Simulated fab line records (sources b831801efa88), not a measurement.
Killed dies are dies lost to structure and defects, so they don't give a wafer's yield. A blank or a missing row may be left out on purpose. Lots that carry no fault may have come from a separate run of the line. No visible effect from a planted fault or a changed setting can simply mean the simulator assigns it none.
What tool caused it?    flow sky130    13 lots with 39 wafers sampled at 4 steps, on a route of 708 steps

== WHAT EACH GAUGE READ, for each wafer ==
SKY_CAP2M_RS_MEAS_03: uses a four-point probe to measure.
lot   measured      on             CAP2M_TIN_RS (ohm/sq)
L464  day 39 17:53  film metro-03  7.04 6.95 6.98
L465  day 40 00:01  film metro-04  7.00 6.99 7.03
L467  day 40 19:59  film metro-02  6.81 6.99 6.85
L466  day 41 02:16  film metro-04  7.10 7.27 7.12
L468  day 41 07:22  film metro-04  6.86 6.92 6.73
L470  day 41 17:35  film metro-02  6.86 6.82 6.87
L472  day 42 13:06  film metro-03  6.89 6.93 6.82
L474  day 43 06:12  film metro-02  6.75 6.81 6.85
L479  day 44 15:32  film metro-03  6.92 7.10 7.05
L480  day 44 20:13  film metro-03  7.13 7.12 6.98
L481  day 45 01:05  film metro-04  6.98 6.84 6.82
L482  day 45 09:13  film metro-04  6.95 6.79 6.79
L485  day 45 21:40  film metro-03  6.83 6.97 6.79

SKY_VIA4_THK_MEAS_20: measures by xrf.
lot   measured      on             VIA4_W_THK (nm)
L464  day 42 21:04  film metro-01  514 501 505
L465  day 43 01:55  film metro-02  510 514 506
L467  day 43 21:13  film metro-02  508 504 513
L466  day 44 05:18  film metro-03  515 519 511
L468  day 44 08:22  film metro-01  514 513 508
L470  day 44 17:52  film metro-03  509 514 503
L472  day 45 11:40  film metro-02  501 512 513
L474  day 46 04:43  film metro-01  511 519 507
L479  day 47 11:10  film metro-03  516 512 524
L480  day 47 14:53  film metro-02  507 497 503
L481  day 47 18:05  film metro-01  509 512 507
L482  day 48 01:49  film metro-03  508 522 518
L485  day 48 10:41  film metro-03  518 512 532

== WHICH TOOL RAN EACH LOT (tool, then ch and the chambers of the sampled wafers, then the start) ==
lot   SKY_CAP2M_CVD_00                 SKY_CAP2M_CLEAN_16
L464  pecvd-01 ch 0,2, day 39 17:41    wet bench-01 ch 0, day 40 18:23
L465  pecvd-03 ch 0,1,2, day 39 23:49  wet bench-03 ch 1, day 41 00:32
L467  pecvd-01 ch 0,1,2, day 40 19:46  wet bench-01 ch 2, day 41 19:43
L466  pecvd-01 ch 0,1,2, day 41 02:01  wet bench-02 ch 3, day 42 02:04
L468  pecvd-03 ch 0,1, day 41 07:10    wet bench-01 ch 0, day 42 07:27
L470  pecvd-01 ch 0,2, day 41 17:23    wet bench-03 ch 3, day 42 17:57
L472  pecvd-03 ch 0,2, day 42 12:55    wet bench-02 ch 0, day 43 12:45
L474  pecvd-01 ch 0,1,2, day 43 05:58  wet bench-03 ch 0, day 44 05:03
L479  pecvd-02 ch 0,2, day 44 15:18    wet bench-03 ch 3, day 45 14:30
L480  pecvd-01 ch 0,1,2, day 44 20:01  wet bench-03 ch 3, day 45 19:14
L481  pecvd-02 ch 1,2, day 45 00:53    wet bench-03 ch 1, day 45 23:41
L482  pecvd-02 ch 0,2, day 45 09:02    wet bench-02 ch 3, day 46 08:01
L485  pecvd-02 ch 0,1,2, day 45 21:27  wet bench-01 ch 2, day 46 17:51
- SKY_CAP2M_CVD_00: deposits SiO2, target thk 15.5 nm.
- SKY_CAP2M_CLEAN_16: cleans in IPA, time 180 s.

== WHAT THE TOOLS THEMSELVES READ (means of the sampled wafers that have a number; where no wafer has one, the mark that the record gives instead) ==
SKY_CAP2M_CVD_00.
lot   tool      heater power w (W)
L464  pecvd-01  689
L465  pecvd-03  762
L467  pecvd-01  695
L466  pecvd-01  677
L468  pecvd-03  795
L470  pecvd-01  703
L472  pecvd-03  705
L474  pecvd-01  652
L479  pecvd-02  654
L480  pecvd-01  689
L481  pecvd-02  765
L482  pecvd-02  619
L485  pecvd-02  689

== THE ANSWER, worked out from the rows above alone ==
Rule: the lots themselves supply what counts as usual. Put in order of their means at a reading, lots are off if they are a third of the lots or fewer, leave a main group of 4 or more, and stand apart from it by a gap of 3 or more times the standard deviation of the main group's means; of several such gaps the widest counts. If all means in a main group match to the digits the tables above print for the reading, that group is not used. A lot without any number at a reading at which 4 lots or more have one is off too. The other lots that the step has rows for count as sound. After the gauges, taken in route order, come the tools' own readings; for these a lot's mean is taken, as printed above. At the first step where some lot is off, the reading lying furthest off is the one used; lots without a number count as furthest.
None of the lots is off at any reading shown; this tells nothing.

== WHAT HAD BEEN PUT IN BY THE SIMULATOR ==
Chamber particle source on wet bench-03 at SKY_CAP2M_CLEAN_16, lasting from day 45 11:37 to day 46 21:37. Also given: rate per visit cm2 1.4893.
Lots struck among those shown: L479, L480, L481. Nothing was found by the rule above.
